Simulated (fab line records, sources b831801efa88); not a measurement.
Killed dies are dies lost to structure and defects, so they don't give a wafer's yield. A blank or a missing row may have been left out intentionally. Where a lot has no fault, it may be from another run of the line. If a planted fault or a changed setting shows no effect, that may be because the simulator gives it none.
Which tool is to blame? / flow gf180mcu / 36 wafers from 12 lots sampled at 3 of the route's 602 steps

== WHAT THE GAUGES SHOWED, per wafer ==
GF_V2_THK_MEAS_25: measures by xrf.
lot=L075; measured=day 20 19:22; on=film_metro-02; V2_W_THK (nm)=338 340 341
lot=L078; measured=day 21 19:30; on=film_metro-04; V2_W_THK (nm)=345 345 348
lot=L079; measured=day 21 22:55; on=film_metro-04; V2_W_THK (nm)=345 347 349
lot=L081; measured=day 22 21:02; on=film_metro-03; V2_W_THK (nm)=335 341 344
lot=L083; measured=day 23 16:43; on=film_metro-02; V2_W_THK (nm)=348 350 351
lot=L085; measured=day 24 12:53; on=film_metro-04; V2_W_THK (nm)=349 356 353
lot=L087; measured=day 25 10:20; on=film_metro-04; V2_W_THK (nm)=345 349 346
lot=L089; measured=day 25 17:31; on=film_metro-02; V2_W_THK (nm)=342 347 337
lot=L091; measured=day 26 06:02; on=film_metro-02; V2_W_THK (nm)=352 353 352
lot=L093; measured=day 26 18:32; on=film_metro-03; V2_W_THK (nm)=341 343 343
lot=L095; measured=day 27 12:58; on=film_metro-03; V2_W_THK (nm)=348 341 344
lot=L097; measured=day 28 05:11; on=film_metro-02; V2_W_THK (nm)=348 349 350

== TOOL THAT RAN EACH LOT (tool first, then ch and the chambers of the sampled wafers, then the start) ==
lot=L075; GF_M1_SPUTTER_03=pvd_sputter-03, day 16 13:52; GF_V1_ETCH_17=rie_diel-02 ch 2,3, day 20 19:22 or earlier
lot=L078; GF_M1_SPUTTER_03=pvd_sputter-03, day 17 13:19; GF_V1_ETCH_17=rie_diel-02 ch 0,2,3, day 21 19:30 or earlier
lot=L079; GF_M1_SPUTTER_03=pvd_sputter-04, day 17 18:22; GF_V1_ETCH_17=rie_diel-02 ch 0,2, day 21 22:55 or earlier
lot=L081; GF_M1_SPUTTER_03=pvd_sputter-04, day 18 15:46; GF_V1_ETCH_17=rie_diel-03 ch 0,1,3, day 22 21:02 or earlier
lot=L083; GF_M1_SPUTTER_03=pvd_sputter-03, day 19 11:56; GF_V1_ETCH_17=rie_diel-01 ch 0,1,2, day 23 16:43 or earlier
lot=L085; GF_M1_SPUTTER_03=pvd_sputter-04, day 20 10:37; GF_V1_ETCH_17=rie_diel-02 ch 0,1,3, day 24 12:53 or earlier
lot=L087; GF_M1_SPUTTER_03=pvd_sputter-03, day 21 10:49; GF_V1_ETCH_17=rie_diel-01 ch 0,1, day 25 10:20 or earlier
lot=L089; GF_M1_SPUTTER_03=pvd_sputter-03, day 21 18:19; GF_V1_ETCH_17=rie_diel-03 ch 0,1,2, day 25 17:31 or earlier
lot=L091; GF_M1_SPUTTER_03=pvd_sputter-04, day 22 10:15; GF_V1_ETCH_17=rie_diel-01 ch 1,2,3, day 26 06:02 or earlier
lot=L093; GF_M1_SPUTTER_03=pvd_sputter-03, day 22 22:29; GF_V1_ETCH_17=rie_diel-01 ch 0,1,3, day 26 18:32 or earlier
lot=L095; GF_M1_SPUTTER_03=pvd_sputter-04, day 23 17:54; GF_V1_ETCH_17=rie_diel-01 ch 1,2,3, day 27 12:58 or earlier
lot=L097; GF_M1_SPUTTER_03=pvd_sputter-03, day 24 11:55; GF_V1_ETCH_17=rie_diel-02 ch 0,1,2, day 28 05:11 or earlier
- GF_M1_SPUTTER_03: material Ti, target thk 10 nm, time 6.7 s.
- GF_V1_ETCH_17: etches SiO2 in C4F8/O2/Ar, stops on TiN, target depth 630 nm.

== THE ANSWER, worked out from the rows above alone ==
Rule: what is usual is taken from the lots themselves. The widest of any qualifying gaps counts: lots, ordered by their means at a reading, are off when they make up no more than a third of the lots, leave a main group of 4 or more, and stand apart from it by 3 or more times the standard deviation of that group's means. A main group whose means are all the same, to the digits that the tables above print for the reading, isn't used. A lot without any number at a reading at which 4 lots or more have one is off too. The other lots that the step has rows for count as sound.
Nothing can be told from this: no lot is off at any reading shown.

== WHAT WAS PUT IN BY THE SIMULATOR ==
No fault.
